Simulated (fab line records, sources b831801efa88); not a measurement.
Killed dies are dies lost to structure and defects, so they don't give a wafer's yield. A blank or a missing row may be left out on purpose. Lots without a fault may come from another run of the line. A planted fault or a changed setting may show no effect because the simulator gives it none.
Which tool did it? | flow gf180mcu | 6 lots, 18 wafers sampled, at 3 steps of a route of 602

WHAT THE GAUGES READ, wafer by wafer
GF_V1_RS_MEAS_24: measures by four-point-probe.
lot  | measured     | on            | V1_W_RS (ohm/sq)
L805 | day 18 12:28 | film_metro-03 | 0.328 0.339 0.326
L807 | day 19 07:22 | film_metro-04 | 0.329 0.338 0.328
L814 | day 22 18:28 | film_metro-03 | 0.349 0.340 0.343
L821 | day 23 22:52 | film_metro-02 | 0.323 0.325 0.336
L822 | day 24 11:27 | film_metro-04 | 0.337 0.339 0.334
L826 | day 25 11:44 | film_metro-02 | 0.323 0.331 0.320

WHICH TOOL RAN EACH LOT (tool, then ch and the chambers of the sampled wafers, then the start)
lot  | GF_CONTACT_STRIP_18                  | GF_V1_CVD_23
L805 | plasma_asher-02 ch 0,1, day 16 10:52 | cvd_w-02 ch 0,1, day 18 12:21
L807 | plasma_asher-02 ch 0,1, day 17 04:36 | cvd_w-02 ch 0,1, day 19 07:13
L814 | plasma_asher-03 ch 0,1, day 20 15:10 | cvd_w-01 ch 0,1, day 22 18:21
L821 | plasma_asher-01 ch 0,1, day 21 21:30 | cvd_w-02 ch 0,1, day 23 22:44
L822 | plasma_asher-02 ch 0,1, day 22 10:14 | cvd_w-02 ch 0,1, day 24 11:19
L826 | plasma_asher-01 ch 0,1, day 23 12:40 | cvd_w-02 ch 0,1, day 25 11:38
- GF_CONTACT_STRIP_18: strips in O2/N2.
- GF_V1_CVD_23: deposits W, target thk 350 nm, time 105.05 s.

THE ANSWER, worked out from the rows above alone
Rule: what is usual is taken from the lots themselves. Put in order of their means at a reading, lots are off if they are a third of the lots or fewer, leave a main group of 4 or more, and stand apart from it by a gap of 3 or more times the standard deviation of the main group's means; of several such gaps the widest counts. A main group whose means are all the same, to the digits that the tables above print for the reading, isn't used. A lot without any number at a reading at which 4 lots or more have one is off too. The other lots that the step has rows for count as sound.
No lot is off at any reading shown: from this, nothing can be told.

WHAT THE SIMULATOR HAD PUT IN
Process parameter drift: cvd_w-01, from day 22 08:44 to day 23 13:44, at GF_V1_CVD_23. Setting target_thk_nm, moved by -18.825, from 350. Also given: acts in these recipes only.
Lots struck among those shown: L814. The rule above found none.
